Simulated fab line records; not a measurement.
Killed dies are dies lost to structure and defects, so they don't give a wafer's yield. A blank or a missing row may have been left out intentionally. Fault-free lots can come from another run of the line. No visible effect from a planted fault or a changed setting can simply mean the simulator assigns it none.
A struck lot beside a sound one | flow sky130 | 14 out of 708 route steps
Sound: these wafers, L703.1, L703.5, L703.6. Struck: wafer L713.5 (left out: L713.2, L713.3 of the same lot, which were not struck); the cause appears at the end.
Each step with rows lists, per side, the tool, then ch with its chambers, then its first start. Under that, the readings that differ: sound wafers | struck wafers | difference of the means | sigmas: that difference in standard deviations of wafers without a fault.
alike: a reading whose means differ by less than 2 such deviations, as well as words and numbers matching on both sides. not compared: withheld readings; readings where some wafer has no value; bounds like >300 that might hide an equal value; numbers whose values overlap and for which the record gives no deviation.
Wherever a step has rows on one side only, a row that says differs or no value, or a row with sigmas, the two part there. Non-overlapping numbers with no deviation appear without sigmas and do not part them. A reading that every wafer of one side lacks parts them only if that side has two wafers or more.

SKY_VIA3_CD_MEAS_12: target cd 200 nm.
  sound on cdSem-02, day 41 07:30; struck on cdSem-01, day 43 20:35
reading   | sound             | struck | difference | sigmas
cdNm (nm) | 202.6 201.7 202.3 | 199.8  | -2.4       | -2
SKY_VIA3_OVL_MEAS_13:
  sound on overlay-02, day 41 07:37; struck on overlay-01, day 43 20:41
  alike: VIA3_OVL
then, 1 step without rows for these wafers: SKY_VIA3_ETCH_14 (etches BARC in N2/H2, stops on SiO2, time 45.9 s, target depth 60 nm).
SKY_VIA3_ETCH_15: etches SiO2 in C4F8/O2/Ar, stops on TiN, target depth 507 nm, time 78 s.
  sound on rieDiel-02 ch 0,1, day 41 07:42; struck on rieDiel-03 ch 3, day 43 20:46
  alike: oesProductAu, rfFwdPowerW
  not compared: rfHoursCounterH
SKY_VIA3_STRIP_16: strips in O2/N2.
  sound on plasmaAsher-01 ch 0,1, day 41 07:46; struck on plasmaAsher-03 ch 1, day 43 20:49
  alike: drypumpMotorCurrentA, n2FlowSccm, oesProductAu, stripTimeToEndpointS
  not compared: rfHoursCounterH
then, 3 steps without rows for these wafers: SKY_VIA3_STRIP_17 (strips in post etch residue remover, time 1200 s); SKY_VIA3_CLEAN_18 (cleans in IPA, time 180 s); SKY_VIA3_CLEAN_19 (cleans in O3/DIW).
SKY_VIA3_SPUTTER_20: material TiN, target thk 20 nm, time 80 s.
  sound on pvdSputter-01, day 41 08:22; struck on pvdSputter-04, day 43 21:27
  alike: throttleValvePct
SKY_VIA3_CVD_21: deposits W, target thk 390 nm, time 117.31 s.
  sound on cvdW-02 ch 0,1, day 41 08:26; struck on cvdW-01 ch 1, day 43 21:31
  alike: heaterPowerW
SKY_VIA3_RS_MEAS_22: measurement is done with a four-point probe.
  sound on filmMetro-03, day 41 08:34; struck on filmMetro-03, day 43 21:40
  alike: VIA3_W_RS
SKY_VIA3_THK_MEAS_23: measures by xrf.
  sound on filmMetro-03, day 41 08:41; struck on filmMetro-03, day 43 21:46
  alike: VIA3_W_THK
SKY_VIA3_CMP_24: polishes, stops on SiO2, t overpolish 20 s, target thk 0 nm.
  sound on cmp-01 ch 0,1,2, day 41 08:53; struck on cmp-01 ch 0, day 43 21:52
reading             | sound                | struck | difference | sigmas
overpolishRunS (s)  | 20.008 20.032 20.007 | 0.042  | -19.974    | -99 or more
timeToEndpointS (s) | 89 94 94             | 148    | +56        | +16
  alike: motorCurrentA, slurryFilterDpKPa, slurryFlowMlMin
SKY_METAL4_SPUTTER_00: material Ti, target thk 15 nm, time 10 s.
  sound wafers here have rows in the record (pvdSputter-04, day 41 09:02); struck ones have none

== WHERE THEY PART ==
Last at SKY_METAL4_SPUTTER_00 as far as this record goes, first at SKY_VIA3_CD_MEAS_12.

WHY: whatever the simulator had introduced
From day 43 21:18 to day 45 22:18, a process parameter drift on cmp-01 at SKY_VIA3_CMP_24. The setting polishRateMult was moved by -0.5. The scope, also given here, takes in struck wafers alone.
